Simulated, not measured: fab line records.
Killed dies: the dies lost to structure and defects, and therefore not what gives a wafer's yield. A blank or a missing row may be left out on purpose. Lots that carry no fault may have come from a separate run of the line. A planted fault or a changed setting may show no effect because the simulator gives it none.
What tool caused it?    flow sky130    Sampling: 12 lots, 36 wafers, 3 of 708 route steps

## WHAT EACH GAUGE READ, for each wafer
SKY_NWELL_RS_MEAS_31: measurement is done with a four-point probe.
lot   measured      on            PWDE_RS (ohm/sq)
L248  day 5 07:18   filmMetro-04  5265 5262 5273
L249  day 5 14:10   filmMetro-03  5277 5302 5283
L250  day 5 18:44   filmMetro-01  5294 5288 5293
L251  day 5 23:44   filmMetro-04  5230 5234 5241
L253  day 6 15:19   filmMetro-01  5521 5499 5481
L255  day 7 01:20   filmMetro-01  5507 5514 5517
L261  day 8 13:04   filmMetro-04  5300 5293 5310
L264  day 9 17:45   filmMetro-03  5326 5315 5327
L265  day 9 23:25   filmMetro-01  5304 5300 5308
L266  day 10 03:06  filmMetro-03  5261 5263 5265
L269  day 10 20:35  filmMetro-04  5229 5236 5244
L271  day 11 06:29  filmMetro-04  5272 5286 5273

SKY_METAL1_OVL_MEAS_16.
lot   measured      on          METAL1_OVL (nm)
L248  day 32 15:13  overlay-01  -5 -9 -1
L249  day 32 21:32  overlay-01  -15 -7 -4
L250  day 33 10:48  overlay-01  -2 -3 -6
L251  day 33 17:05  overlay-01  2 0 6
L253  day 34 17:23  overlay-02  9 -5 8
L255  day 35 06:41  overlay-02  -5 -7 -6
L261  day 36 15:43  overlay-02  -6 -4 3
L264  day 38 19:31  overlay-01  10 2 9
L265  day 38 22:25  overlay-02  -9 -1 -11
L266  day 38 20:51  overlay-01  -6 1 -5
L269  day 39 06:17  overlay-02  3 5 -4
L271  day 39 17:47  overlay-02  -10 -3 -9

## WHAT TOOL EACH LOT RAN ON (gives the tool, then ch and the chambers of the sampled wafers, and finally the start)
lot   SKY_PWDE_IMPLANT_08
L248  implanter-02 ch 0, day 3 19:17
L249  implanter-02 ch 0, day 4 02:07
L250  implanter-03 ch 0, day 4 05:41
L251  implanter-02 ch 0, day 4 10:39
L253  implanter-02 ch 0, day 5 01:22
L255  implanter-02 ch 0, day 5 11:23
L261  implanter-03 ch 0, day 6 19:35
L264  implanter-02 ch 0, day 7 22:09
L265  implanter-02 ch 0, day 8 03:08
L266  implanter-03 ch 0, day 8 06:58
L269  implanter-03 ch 0, day 8 21:53
L271  implanter-03 ch 0, day 9 07:26
- SKY_PWDE_IMPLANT_08

## AS READ BY THE TOOLS THEMSELVES (means over the sampled wafers that have a number; for cases with no such wafer, the mark the record gives instead)
The record holds no such reading with a usual standard deviation.

## THE ANSWER, worked out from the rows above alone
Rule: what is usual is taken from the lots themselves. Put in order of their means at a reading, lots are off if they are a third of the lots or fewer, leave a main group of 4 or more, and stand apart from it by a gap of 3 or more times the standard deviation of the main group's means; of several such gaps the widest counts. If all means in a main group match to the digits the tables above print for the reading, that group is not used. A lot without any number at a reading at which 4 lots or more have one is off too. Any other lot the step has rows for is counted as sound. The gauges are gone through in route order, then the tools' own readings, and for those a lot's mean is taken as printed above. The first step at which some lot is off is used, and at that step the reading that is off furthest; a lot without a number counts as furthest.
Off: at SKY_NWELL_RS_MEAS_31 (PWDE_RS), L253, L255. The main group has a mean of 5278 ohm/sq with a standard deviation of 27.
A tool fits if, at a process step before that reading, it ran every lot that is off, and no sound lot after the first of them. The gauges at SKY_NWELL_RS_MEAS_31 are tried like those tools. No candidate that was tried fits.

## WHAT WAS PUT IN BY THE SIMULATOR
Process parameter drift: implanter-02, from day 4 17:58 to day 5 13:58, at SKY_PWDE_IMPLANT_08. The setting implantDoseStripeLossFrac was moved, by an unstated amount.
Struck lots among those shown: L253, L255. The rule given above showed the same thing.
